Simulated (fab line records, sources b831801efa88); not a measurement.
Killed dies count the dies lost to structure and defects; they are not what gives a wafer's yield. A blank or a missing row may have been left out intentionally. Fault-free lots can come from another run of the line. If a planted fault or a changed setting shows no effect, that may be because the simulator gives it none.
Which tool was responsible? || flow gf180mcu || 6 lots with 18 wafers sampled at 2 steps, on a route of 602 steps

WHAT EACH GAUGE READ, for each wafer
GF_V5_CD_MEAS_14 targets a cd of 260 nm.
{"lot": "L294", "measured": "day 27 14:02", "on": "cd-sem-01", "cd-nm (nm)": "259.9 260.4 260.1"}
{"lot": "L296", "measured": "day 28 02:21", "on": "cd-sem-02", "cd-nm (nm)": "258.3 258.7 260.0"}
{"lot": "L298", "measured": "day 28 21:41", "on": "cd-sem-02", "cd-nm (nm)": "262.8 262.3 261.0"}
{"lot": "L300", "measured": "day 29 14:07", "on": "cd-sem-02", "cd-nm (nm)": "258.7 258.4 258.5"}
{"lot": "L302", "measured": "day 29 23:39", "on": "cd-sem-01", "cd-nm (nm)": "261.1 261.0 261.1"}
{"lot": "L307", "measured": "day 31 09:26", "on": "cd-sem-02", "cd-nm (nm)": "261.0 261.1 261.7"}

EACH LOT AND THE TOOL THAT RAN IT (in order: tool; ch and the chambers of the sampled wafers; start)
{"lot": "L294", "GF_MIM_STRIP_20": "plasma-asher-03 ch 0, day 25 19:46"}
{"lot": "L296", "GF_MIM_STRIP_20": "plasma-asher-01 ch 0,1, day 26 08:36"}
{"lot": "L298", "GF_MIM_STRIP_20": "plasma-asher-03 ch 0,1, day 27 04:38"}
{"lot": "L300", "GF_MIM_STRIP_20": "plasma-asher-04 ch 0,1, day 27 21:37"}
{"lot": "L302", "GF_MIM_STRIP_20": "plasma-asher-04 ch 0,1, day 28 07:07"}
{"lot": "L307", "GF_MIM_STRIP_20": "plasma-asher-01 ch 0,1, day 29 19:49"}
- GF_MIM_STRIP_20: strips in O2/N2.

THE ANSWER, worked out from the rows above alone
Rule: what is usual is taken from the lots themselves. The widest of any qualifying gaps counts: lots, ordered by their means at a reading, are off when they make up no more than a third of the lots, leave a main group of 4 or more, and stand apart from it by 3 or more times the standard deviation of that group's means. A main group whose means are all the same, to the digits that the tables above print for the reading, isn't used. Also off: a lot with no number at a reading for which 4 or more lots have one. Where the step has rows for the other lots, those lots are counted as sound.
None of the lots is off at any reading shown; this tells nothing.

WHAT WAS PUT IN BY THE SIMULATOR
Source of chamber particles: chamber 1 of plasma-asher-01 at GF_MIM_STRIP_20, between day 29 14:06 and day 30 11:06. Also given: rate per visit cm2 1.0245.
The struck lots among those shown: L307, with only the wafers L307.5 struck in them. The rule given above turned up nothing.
